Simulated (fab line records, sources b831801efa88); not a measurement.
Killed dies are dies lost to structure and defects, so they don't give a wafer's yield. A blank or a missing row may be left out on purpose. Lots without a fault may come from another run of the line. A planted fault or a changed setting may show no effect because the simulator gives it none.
Chamber matching | flow gf180mcu | GF_V3_CVD_02 on pecvd-02: 3 sister chambers
The step deposits SiO2 from TEOS, target thk 850 nm, time 94.851 s. 6 wafers are shown with their chamber, then 10 later ones without.

WAFERS WITH THEIR CHAMBER
wafer  | chamber | heater_power_w (W)
L081.6 | 2       | 632
L082.2 | 0       | 604
L082.4 | 2       | 539
L082.5 | 1       | 653
L088.1 | 0       | 596
L088.3 | 1       | 591

WAFERS WITHOUT THEIR CHAMBER
wafer  | heater_power_w (W)
L088.6 | 561
L089.1 | 691
L089.3 | 673
L089.4 | 612
L095.1 | 656
L095.3 | 633
L095.4 | 627
L096.2 | 606
L096.4 | 688
L096.5 | 680

WHICH CHAMBER EACH WENT THROUGH
wafer  | from the rows above          | in truth
L088.6 | can't be placed: 2 or 0 or 1 | 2
L089.1 | can't be placed: 1 or 0 or 2 | 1
L089.3 | can't be placed: 1 or 0 or 2 | 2
L089.4 | can't be placed: 1 or 0 or 2 | 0
L095.1 | can't be placed: 1 or 0 or 2 | 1
L095.3 | can't be placed: 1 or 0 or 2 | 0
L095.4 | can't be placed: 1 or 0 or 2 | 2
L096.2 | can't be placed: 0 or 1 or 2 | 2
L096.4 | can't be placed: 1 or 0 or 2 | 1
L096.5 | can't be placed: 1 or 0 or 2 | 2
Placed correctly: 0 of 10. Can't be placed from these rows: 10 (the true chamber is among the candidates in 10). Placed wrongly: 0.
How it was worked out, from the rows above alone: a wafer's distance from a chamber is the root of the sum, over the readings, of the square of ((its reading less the chamber's mean) divided by the reading's scatter). The wafer belongs to the nearest chamber; if the next one is less than 2 further off, it can't be placed. A chamber's mean is the mean of its shown wafers. The scatter: the root of (the sum of the squares of (reading less its chamber's mean) over the shown wafers, divided by (wafers less chambers)).
